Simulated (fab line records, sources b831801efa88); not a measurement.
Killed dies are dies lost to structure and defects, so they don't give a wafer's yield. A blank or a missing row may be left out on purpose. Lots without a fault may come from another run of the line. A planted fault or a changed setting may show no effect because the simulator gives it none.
One fault seen from 2 desks | flow sky130 | each desk has only its own numbers; what lay behind them comes last

THE TOOL OWNER'S DESK: litho_track-02
The tool's own readings at SKY_NWELL_DEVELOP_22 (develop time 60 s): means of the sampled wafers that have a number, for each lot that ran on this tool. A lot is out of limits, marked OUT, if its mean lies more than 4 standard deviations from the usual mean; the brackets give that distance.
Columns: A = developer_temp_C at SKY_NWELL_DEVELOP_22, usual 23.03 C; B = resist_line_temp_C at SKY_NWELL_DEVELOP_22, usual 23.00 C
lot  | first seen here | A               | B
L328 | day 5 11:00     | 23.15           | 23.13
L330 | day 5 17:00     | 22.97           | 23.06
L332 | day 6 09:00     | 22.97           | 23.04
L335 | day 7 01:00     | 23.17           | 22.92
L339 | day 8 01:00     | 25.22 (+22) OUT | 23.01
L340 | day 8 06:00     | 25.21 (+22) OUT | 22.91
L341 | day 8 12:00     | 25.32 (+23) OUT | 23.10
L350 | day 10 21:00    | 23.08           | 22.95
This desk's finding: out of limits on L339, L340, L341; first on L339, day 8 01:00 (developer_temp_C at SKY_NWELL_DEVELOP_22). In limits: L328, L330, L332, L335, L350.

THE METROLOGY DESK
What the gauges read, lot by lot, whatever tool the lot ran on: means of the sampled wafers that have a number. A lot is out of limits, marked OUT, if its mean lies more than 4 standard deviations from the usual mean; the brackets give that distance.
Columns: A = FIELD_ISO_OXIDATION_01_THK at SKY_FIELD_ISO_THK_MEAS_23, usual 9.93 nm; B = NWELL_00_OVL at SKY_NWELL_OVL_MEAS_10, usual 0.2 nm
lot  | first seen here | A     | B
L328 | day 2 09:44     | 9.98  | 0.1
L329 | day 2 13:40     | 9.89  | 0.5
L330 | day 2 16:54     | 9.67  | 2.5
L331 | day 2 22:10     | 9.75  | 0.0
L332 | day 3 05:47     | 9.68  | -0.7
L333 | day 3 09:26     | 10.08 | -0.4
L335 | day 3 20:30     | 9.87  | 1.3
L339 | day 4 17:31     | 9.97  | -0.7
L340 | day 4 20:44     | 9.69  | 2.1
L341 | day 5 02:28     | 9.88  | -2.4
L343 | day 5 14:05     | 9.71  | -0.4
L350 | day 7 02:48     | 9.98  | -0.2
L351 | day 7 06:53     | 10.19 | -0.2
This desk's finding: nothing out of limits on any of the 13 lots.

PUT TOGETHER
The tool owner's desk could have raised an alarm at day 8 01:00, on L339, L340, L341.
The metrology desk saw nothing out of limits.
The metrology desk has L339, L340, L341 on record, within its limits.
Of the lots named, all ran SKY_NWELL_DEVELOP_22 on litho_track-02.

WHAT THE SIMULATOR HAD PUT IN
Process parameter drift: litho_track-02, from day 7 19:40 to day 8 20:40, at SKY_NWELL_DEVELOP_22. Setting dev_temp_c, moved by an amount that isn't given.
Lots struck among those shown: L339, L340, L341.
Hours from the fault's start to each desk's first reading out of limits: the tool owner's desk, 5.
